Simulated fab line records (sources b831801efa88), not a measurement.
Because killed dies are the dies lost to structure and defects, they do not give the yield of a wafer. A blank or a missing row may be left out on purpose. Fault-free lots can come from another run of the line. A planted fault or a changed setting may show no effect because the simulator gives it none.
A lot that was struck, set against a sound lot :: flow gf180mcu :: 18 out of 602 route steps
Sound: wafers L687.1, L687.3, L687.4. The struck wafers were L702.2, L702.3, L702.5. Last of all comes the cause.
Each step with rows lists, per side, the tool, then ch with its chambers, then its first start. Under that, the readings that differ: sound wafers :: struck wafers :: difference of the means :: sigmas: that difference in standard deviations of wafers without a fault.
alike: a reading whose means differ by less than 2 such deviations, as well as words and numbers matching on both sides. not compared: withheld readings; readings where some wafer has no value; bounds like >300 that might hide an equal value; numbers whose values overlap and for which the record gives no deviation.
Wherever a step has rows on one side only, a row that says differs or no value, or a row with sigmas, the two part there. Numbers that don't overlap but have no deviation are shown without sigmas and don't part them. Lack of a reading on every wafer of one side parts them only where that side has two or more wafers.

GF_V3_CMP_26: polishes, stops on SiO2, t overpolish 15 s, target thk 0 nm.
  sound on cmp-02 ch 0,1,2, day 22 21:29; struck on cmp-01 ch 0,1,3, day 27 21:07
  alike: edge zone pressure frac, motor current A, overpolish run s, time to endpoint s
GF_M4_SPUTTER_00: material Ti, target thk 37.5 nm, time 150 s.
  sound on pvd sputter-02 at day 22 21:47; struck on pvd sputter-03 at day 27 21:19
  alike: throttle valve pct
then, 1 step without rows for these wafers: GF_M4_SPUTTER_01 (material TiN, target thk 30 nm, time 25 s).
GF_M4_SPUTTER_02: material AlCu, target thk 450 nm, time 23.9 s.
  sound on pvd sputter-02 at day 22 21:55; struck on pvd sputter-03 at day 27 21:27
  alike: throttle valve pct
GF_M4_SPUTTER_03: material Ti, target thk 10 nm, time 6.7 s.
  sound on pvd sputter-02 at day 22 21:56; struck on pvd sputter-03 at day 27 21:29
  alike: throttle valve pct
GF_M4_SPUTTER_04: material TiN, target thk 50 nm, time 41.7 s.
  sound on pvd sputter-02 at day 22 21:58; struck on pvd sputter-03 at day 27 21:30
  alike: throttle valve pct
GF_M4_RS_MEAS_05: measures by four-point-probe.
  sound on film metro-01 at day 22 22:00; struck on film metro-04 at day 27 21:34
  alike: M4_ALCU_RS
GF_M4_THK_MEAS_06: measures by xrf.
  sound on film metro-01 at day 22 22:07; struck on film metro-04 at day 27 21:40
  alike: M4_ALCU_THK
then, 4 steps without rows for these wafers: GF_M4_DEHYDRATE_07 (time 60 s); GF_M4_HMDS_08 (prime time 60 s); GF_M4_COAT_09 (resist thk 1000 nm); GF_M4_SOFTBAKE_10 (time 60 s).
GF_M4_EXPOSE_11: exposes mask Metal4, target cd 280 nm.
  sound on krf scanner-02 ch 0, day 23 09:29; struck on krf scanner-02 ch 0, day 28 07:16
reading: exposure dose mJ cm2
sound: 27.953 27.992 27.951
struck: 27.584 27.611 27.611
difference: -0.363
sigmas: -14
  alike: mask, reticle temp C
then, 2 steps without rows for these wafers: GF_M4_PEB_12 (peb time 90 s); GF_M4_DEVELOP_13 (develop time 60 s).
GF_M4_CD_MEAS_14: the cd target is 280 nm.
  sound on cd sem-02 at day 23 20:48; struck on cd sem-01 at day 28 16:32
reading: cd nm (nm)
sound: 279.3 279.6 280.2
struck: 276.6 276.4 267.5
difference: -6.2
sigmas: -5
GF_M4_OVL_MEAS_15:
  sound on overlay-02 at day 23 20:55; struck on overlay-02 at day 28 16:39
  alike: M4_OVL
-- the record jumps here: 5 days lie between the struck wafers' starts before and after (it left off in module M4 and takes up again in module PASSIVATION, whose first step shown is number 602 of the route) --
GF_PASSIVATION_PROBE_99:
  record: rows for the struck wafers here (prober-01, day 33 10:34), none for the sound ones

## WHERE THEY PART
Last at GF_PASSIVATION_PROBE_99 as far as this record goes, first at GF_M4_EXPOSE_11.

WHY: whatever the simulator had introduced
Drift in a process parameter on krf scanner-02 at GF_M4_EXPOSE_11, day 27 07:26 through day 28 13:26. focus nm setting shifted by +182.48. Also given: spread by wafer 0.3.
